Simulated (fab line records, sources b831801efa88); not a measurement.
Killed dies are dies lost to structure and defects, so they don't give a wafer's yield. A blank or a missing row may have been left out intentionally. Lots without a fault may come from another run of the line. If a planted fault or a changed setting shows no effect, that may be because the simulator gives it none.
What tool caused it? + flow sky130 + Sampling: 24 lots, 72 wafers, 5 of 708 route steps

WHAT THE GAUGES SHOWED, per wafer
SKY_LDD_P_OVL_MEAS_08. Usual: LDD_P_OVL 0.6 nm, standard deviation 1.5.
| lot  | measured     | on         | LDD_P_OVL (nm) | flag |
|------|--------------|------------|----------------|------|
| L074 | day 19 01:44 | overlay-01 | -1.1 -0.4 0.1  |      |
| L075 | day 19 02:22 | overlay-02 | 1.6 1.1 -0.4   |      |
| L076 | day 19 13:58 | overlay-01 | -2.2 -1.6 -1.7 |      |
| L077 | day 19 20:35 | overlay-02 | 1.3 0.5 0.8    |      |
| L078 | day 20 06:31 | overlay-02 | -2.1 -2.0 -2.2 |      |
| L079 | day 21 00:33 | overlay-02 | 3.9 2.0 2.2    |      |
| L080 | day 21 06:17 | overlay-01 | -0.4 0.4 0.2   |      |
| L081 | day 21 21:58 | overlay-01 | 1.7 1.8 0.7    |      |
| L082 | day 22 01:22 | overlay-02 | 0.0 1.9 1.7    |      |
| L083 | day 22 14:10 | overlay-02 | -1.0 -1.5 -0.6 |      |
| L084 | day 23 03:14 | overlay-02 | -1.1 3.2 1.0   |      |
| L085 | day 23 02:16 | overlay-01 | 1.7 0.2 2.4    |      |
| L086 | day 23 10:22 | overlay-02 | 1.2 1.5 1.6    |      |
| L087 | day 24 03:37 | overlay-01 | 0.0 0.5 0.3    |      |
| L088 | day 24 10:04 | overlay-01 | 0.6 1.3 1.9    |      |
| L089 | day 24 12:43 | overlay-02 | -0.6 0.2 -1.7  |      |
| L090 | day 25 00:42 | overlay-02 | 0.9 1.8 0.2    |      |
| L091 | day 25 07:38 | overlay-02 | 0.2 0.8 0.1    |      |
| L092 | day 25 16:17 | overlay-01 | -1.4 0.0 -2.2  |      |
| L093 | day 25 21:11 | overlay-01 | 1.6 0.5 -0.6   |      |
| L094 | day 26 06:56 | overlay-02 | 4.9 3.4 2.2    |      |
| L095 | day 26 16:44 | overlay-02 | -0.4 -0.9 -0.9 |      |
| L096 | day 27 23:02 | overlay-02 | 1.2 2.7 0.6    |      |
| L097 | day 27 23:37 | overlay-02 | 1.1 2.4 1.9    |      |

SKY_SD_P_TW_MEAS_11. Usual: SD_P_TW 2853, standard deviation 34.
| lot  | measured     | on            | SD_P_TW        | flag |
|------|--------------|---------------|----------------|------|
| L074 | day 25 10:19 | film-metro-02 | 2807 2791 2798 |      |
| L075 | day 25 11:59 | film-metro-04 | 2894 2894 2893 |      |
| L076 | day 26 16:26 | film-metro-02 | 2824 2809 2829 |      |
| L077 | day 26 16:43 | film-metro-04 | 2877 2881 2901 |      |
| L078 | day 26 16:47 | film-metro-03 | 2825 2831 2838 |      |
| L079 | day 27 05:37 | film-metro-04 | 2883 2875 2871 |      |
| L080 | day 27 13:54 | film-metro-02 | 2793 2803 2794 |      |
| L081 | day 28 03:50 | film-metro-04 | 2875 2869 2871 |      |
| L082 | day 28 06:38 | film-metro-04 | 2865 2875 2858 |      |
| L083 | day 28 20:06 | film-metro-03 | 2853 2850 2851 |      |
| L084 | day 29 07:22 | film-metro-04 | 2911 2889 2897 |      |
| L085 | day 29 07:03 | film-metro-03 | 2827 2849 2831 |      |
| L086 | day 29 13:05 | film-metro-03 | 2836 2840 2847 |      |
| L087 | day 30 08:28 | film-metro-03 | 2839 2839 2841 |      |
| L088 | day 30 15:35 | film-metro-03 | 2871 2833 2852 |      |
| L089 | day 31 05:11 | film-metro-04 | 2906 2888 2908 |      |
| L090 | day 31 05:23 | film-metro-02 | 2806 2805 2802 |      |
| L091 | day 31 12:12 | film-metro-03 | 2821 2832 2827 |      |
| L092 | day 31 18:24 | film-metro-04 | 2896 2913 2917 |      |
| L093 | day 31 23:08 | film-metro-03 | 2831 2833 2833 |      |
| L094 | day 32 07:34 | film-metro-04 | 2891 2886 2897 |      |
| L095 | day 32 16:34 | film-metro-02 | 2816 2820 2807 |      |
| L096 | day 33 21:40 | film-metro-03 | 2838 2830 2854 |      |
| L097 | day 33 21:59 | film-metro-04 | 2867 2886 2874 |      |

SKY_LI_CONTACT_RS_MEAS_22: the measuring method here is four-point-probe. Usual: LI_CONTACT_W_RS 0.2861 ohm/sq, standard deviation 0.0029.
| lot  | measured     | on            | LI_CONTACT_W_RS (ohm/sq) | flag |
|------|--------------|---------------|--------------------------|------|
| L074 | day 29 03:29 | film-metro-03 | 0.2898 0.2903 0.2833     |      |
| L075 | day 29 05:26 | film-metro-04 | 0.2875 0.2841 0.2825     |      |
| L076 | day 30 09:22 | film-metro-02 | 0.2863 0.2871 0.2849     |      |
| L077 | day 30 09:27 | film-metro-03 | 0.2840 0.2830 0.2809     |      |
| L078 | day 30 10:35 | film-metro-04 | 0.2833 0.2861 0.2785     |      |
| L079 | day 30 22:26 | film-metro-04 | 0.2881 0.2889 0.2862     |      |
| L080 | day 31 05:53 | film-metro-02 | 0.2871 0.2865 0.2877     |      |
| L081 | day 31 19:00 | film-metro-02 | 0.2870 0.2883 0.2877     |      |
| L082 | day 31 21:31 | film-metro-02 | 0.2855 0.2853 0.2838     |      |
| L083 | day 32 11:34 | film-metro-04 | 0.2832 0.2872 0.2832     |      |
| L084 | day 32 21:46 | film-metro-03 | 0.2899 0.2884 0.2902     |      |
| L085 | day 32 20:31 | film-metro-03 | 0.2859 0.2828 0.2829     |      |
| L086 | day 33 03:07 | film-metro-02 | 0.2902 0.2947 0.2895     |      |
| L087 | day 33 20:57 | film-metro-03 | 0.2865 0.2907 0.2906     |      |
| L088 | day 34 04:12 | film-metro-02 | 0.2895 0.2817 0.2846     |      |
| L089 | day 34 16:18 | film-metro-02 | 0.2833 0.2834 0.2837     |      |
| L090 | day 34 16:19 | film-metro-04 | 0.2884 0.2860 0.2873     |      |
| L091 | day 34 22:23 | film-metro-03 | 0.2865 0.2840 0.2856     |      |
| L092 | day 35 04:22 | film-metro-02 | 0.2836 0.2860 0.2844     |      |
| L093 | day 35 09:02 | film-metro-04 | 0.2863 0.2891 0.2865     |      |
| L094 | day 35 15:50 | film-metro-02 | 0.2835 0.2848 0.2834     |      |
| L095 | day 36 01:09 | film-metro-03 | 0.2835 0.2798 0.2839     |      |
| L096 | day 37 06:07 | film-metro-04 | 0.2851 0.2872 0.2833     |      |
| L097 | day 37 07:08 | film-metro-02 | 0.2849 0.2799 0.2852     |      |

TOOL THAT RAN EACH LOT (tool first, then ch and the chambers of the sampled wafers, then the start)
| lot  | SKY_FIELD_ISO_CMP_27         | SKY_VT_ADJUST_NCORE_STRIP_10         |
|------|------------------------------|--------------------------------------|
| L074 | cmp-02 ch 0,1,2, day 2 12:07 | plasma-asher-01 ch 0,1, day 8 12:32  |
| L075 | cmp-02 ch 1,2,3, day 2 13:43 | plasma-asher-01 ch 0,1, day 8 13:49  |
| L076 | cmp-02 ch 0,2,3, day 2 18:25 | plasma-asher-04 ch 0,1, day 9 03:45  |
| L077 | cmp-01 ch 0,1,2, day 3 00:59 | plasma-asher-03 ch 0,1, day 9 06:34  |
| L078 | cmp-02 ch 0,1,2, day 3 06:37 | plasma-asher-03 ch 0,1, day 9 14:51  |
| L079 | cmp-02 ch 0,3, day 3 11:41   | plasma-asher-03 ch 0,1, day 10 01:30 |
| L080 | cmp-02 ch 0,2,3, day 3 16:53 | plasma-asher-04 ch 0,1, day 10 06:33 |
| L081 | cmp-02 ch 1,2, day 4 00:02   | plasma-asher-03 ch 0,1, day 10 17:39 |
| L082 | cmp-02 ch 1,2, day 4 05:15   | plasma-asher-04 ch 0,1, day 11 00:23 |
| L083 | cmp-02 ch 0,1,2, day 4 10:34 | plasma-asher-03 ch 0,1, day 11 07:11 |
| L084 | cmp-01 ch 1,2, day 4 14:41   | plasma-asher-01 ch 0,1, day 11 12:49 |
| L085 | cmp-01 ch 0,1,3, day 4 18:19 | plasma-asher-04 ch 0,1, day 11 16:42 |
| L086 | cmp-02 ch 0,2,3, day 5 00:28 | plasma-asher-03 ch 0,1, day 12 03:02 |
| L087 | cmp-02 ch 0,2, day 5 05:56   | plasma-asher-03 ch 0,1, day 12 12:52 |
| L088 | cmp-01 ch 0,3, day 5 12:49   | plasma-asher-04 ch 0,1, day 12 22:06 |
| L089 | cmp-01 ch 0,2, day 5 15:01   | plasma-asher-01 ch 0,1, day 13 00:17 |
| L090 | cmp-01 ch 1,2,3, day 5 22:51 | plasma-asher-04 ch 0,1, day 13 10:19 |
| L091 | cmp-02 ch 0,3, day 6 01:36   | plasma-asher-04 ch 1, day 13 14:51   |
| L092 | cmp-02 ch 0,2, day 6 07:19   | plasma-asher-04 ch 1, day 13 21:17   |
| L093 | cmp-01 ch 0,2, day 6 11:28   | plasma-asher-04 ch 0, day 14 04:21   |
| L094 | cmp-01 ch 1,2, day 6 18:48   | plasma-asher-03 ch 0, day 14 13:24   |
| L095 | cmp-01 ch 0,3, day 6 23:58   | plasma-asher-03 ch 0,1, day 14 21:09 |
| L096 | cmp-01 ch 0,1,2, day 7 07:43 | plasma-asher-01 ch 0,1, day 15 12:50 |
| L097 | cmp-01 ch 0,3, day 7 10:28   | plasma-asher-01 ch 0,1, day 15 12:18 |
- SKY_FIELD_ISO_CMP_27: polishes, stops on Si3N4, t overpolish 16 s, target thk 457.8 nm.
- SKY_VT_ADJUST_NCORE_STRIP_10: strips in O2/N2.

WHAT THE TOOLS THEMSELVES READ (means of the sampled wafers that have a number; where no wafer has one, the mark that the record gives instead)
SKY_FIELD_ISO_CMP_27. Usual: head-pressure-psi 3.999 psi, standard deviation 0.0085; motor-current-A 11.8 A, standard deviation 0.97; overpolish-run-s 16.000 s, standard deviation 0.0093; time-to-endpoint-s 111 s, standard deviation 3.
| lot  | tool   | head-pressure-psi (psi) | motor-current-A (A) | overpolish-run-s (s) | time-to-endpoint-s (s) | flag |
|------|--------|-------------------------|---------------------|----------------------|------------------------|------|
| L074 | cmp-02 | 4.000                   | 12.7                | 15.998               | 110                    |      |
| L075 | cmp-02 | 4.008                   | 11.8                | 15.994               | 110                    |      |
| L076 | cmp-02 | 3.997                   | 11.7                | 15.997               | 113                    |      |
| L077 | cmp-01 | 3.996                   | 11.6                | 15.998               | 112                    |      |
| L078 | cmp-02 | 3.998                   | 12.6                | 16.006               | 110                    |      |
| L079 | cmp-02 | 4.000                   | 11.2                | 15.998               | 112                    |      |
| L080 | cmp-02 | 3.996                   | 11.7                | 16.002               | 108                    |      |
| L081 | cmp-02 | 4.006                   | 13.0                | 16.001               | 111                    |      |
| L082 | cmp-02 | 3.992                   | 12.5                | 15.998               | 114                    |      |
| L083 | cmp-02 | 3.993                   | 13.0                | 16.006               | 110                    |      |
| L084 | cmp-01 | 3.995                   | 11.7                | 16.002               | 109                    |      |
| L085 | cmp-01 | 4.003                   | 11.7                | 15.998               | 108                    |      |
| L086 | cmp-02 | 4.005                   | 12.1                | 16.008               | 113                    |      |
| L087 | cmp-02 | 4.008                   | 12.6                | 16.003               | 112                    |      |
| L088 | cmp-01 | 3.993                   | 11.3                | 15.997               | 109                    |      |
| L089 | cmp-01 | 3.993                   | 11.3                | 15.998               | 112                    |      |
| L090 | cmp-01 | 4.001                   | 11.6                | 16.006               | 105                    |      |
| L091 | cmp-02 | 3.997                   | 10.9                | 16.005               | 109                    |      |
| L092 | cmp-02 | 3.997                   | 12.5                | 15.992               | 112                    |      |
| L093 | cmp-01 | 4.001                   | 11.4                | 16.004               | 113                    |      |
| L094 | cmp-01 | 3.999                   | 11.7                | 16.003               | 110                    |      |
| L095 | cmp-01 | 3.992                   | 11.8                | 16.000               | 110                    |      |
| L096 | cmp-01 | 3.999                   | 11.6                | 15.996               | 112                    |      |
| L097 | cmp-01 | 4.007                   | 11.2                | 16.003               | 111                    |      |

SKY_VT_ADJUST_NCORE_STRIP_10. Usual: drypump-motor-current-A 5.8 A, standard deviation 0.3; oes-product-au 0.716 a.u., standard deviation 0.004; strip-time-to-endpoint-s 14.18 s, standard deviation 0.042.
| lot  | tool            | drypump-motor-current-A (A) | oes-product-au (a.u.) | strip-time-to-endpoint-s (s) | flag |
|------|-----------------|-----------------------------|-----------------------|------------------------------|------|
| L074 | plasma-asher-01 | 6.3                         | 0.717                 | 14.21                        |      |
| L075 | plasma-asher-01 | 6.2                         | 0.715                 | 14.11                        |      |
| L076 | plasma-asher-04 | 5.7                         | 0.715                 | 14.15                        |      |
| L077 | plasma-asher-03 | 5.7                         | 0.714                 | 14.19                        |      |
| L078 | plasma-asher-03 | 5.7                         | 0.717                 | 14.19                        |      |
| L079 | plasma-asher-03 | 5.7                         | 0.715                 | 14.24                        |      |
| L080 | plasma-asher-04 | 5.7                         | 0.718                 | 14.21                        |      |
| L081 | plasma-asher-03 | 5.7                         | 0.717                 | 14.18                        |      |
| L082 | plasma-asher-04 | 5.7                         | 0.716                 | 14.19                        |      |
| L083 | plasma-asher-03 | 5.7                         | 0.714                 | 14.18                        |      |
| L084 | plasma-asher-01 | 6.2                         | 0.715                 | 14.17                        |      |
| L085 | plasma-asher-04 | 5.6                         | 0.720                 | 14.18                        |      |
| L086 | plasma-asher-03 | 5.6                         | 0.718                 | 14.23                        |      |
| L087 | plasma-asher-03 | 5.6                         | 0.715                 | 14.25                        |      |
| L088 | plasma-asher-04 | 5.6                         | 0.716                 | 14.22                        |      |
| L089 | plasma-asher-01 | 6.2                         | 0.716                 | 14.16                        |      |
| L090 | plasma-asher-04 | 5.6                         | 0.715                 | 14.11                        |      |
| L091 | plasma-asher-04 | 5.5                         | 0.718                 | 14.20                        |      |
| L092 | plasma-asher-04 | 5.5                         | 0.718                 | 14.20                        |      |
| L093 | plasma-asher-04 | 5.9                         | 0.712                 | 14.17                        |      |
| L094 | plasma-asher-03 | 5.7                         | 0.716                 | 14.19                        |      |
| L095 | plasma-asher-03 | 5.7                         | 0.716                 | 14.18                        |      |
| L096 | plasma-asher-01 | 6.3                         | 0.718                 | 14.14                        |      |
| L097 | plasma-asher-01 | 6.2                         | 0.715                 | 14.20                        |      |

THE ANSWER, worked out from the rows above alone
Rule: a lot counts as off when the mean over its wafers that have a number is more than 3 standard deviations away from the usual mean. Also off: a lot with no number at a reading for which 4 or more lots have one. Any other lot the step has rows for is counted as sound. First the gauges in route order, then the tools' own readings, where a lot's mean is used as printed above. At the first step where some lot is off, the reading lying furthest off is the one used; lots without a number count as furthest.
No lot is off at any reading shown: from this, nothing can be told.

WHAT HAD BEEN PUT IN BY THE SIMULATOR
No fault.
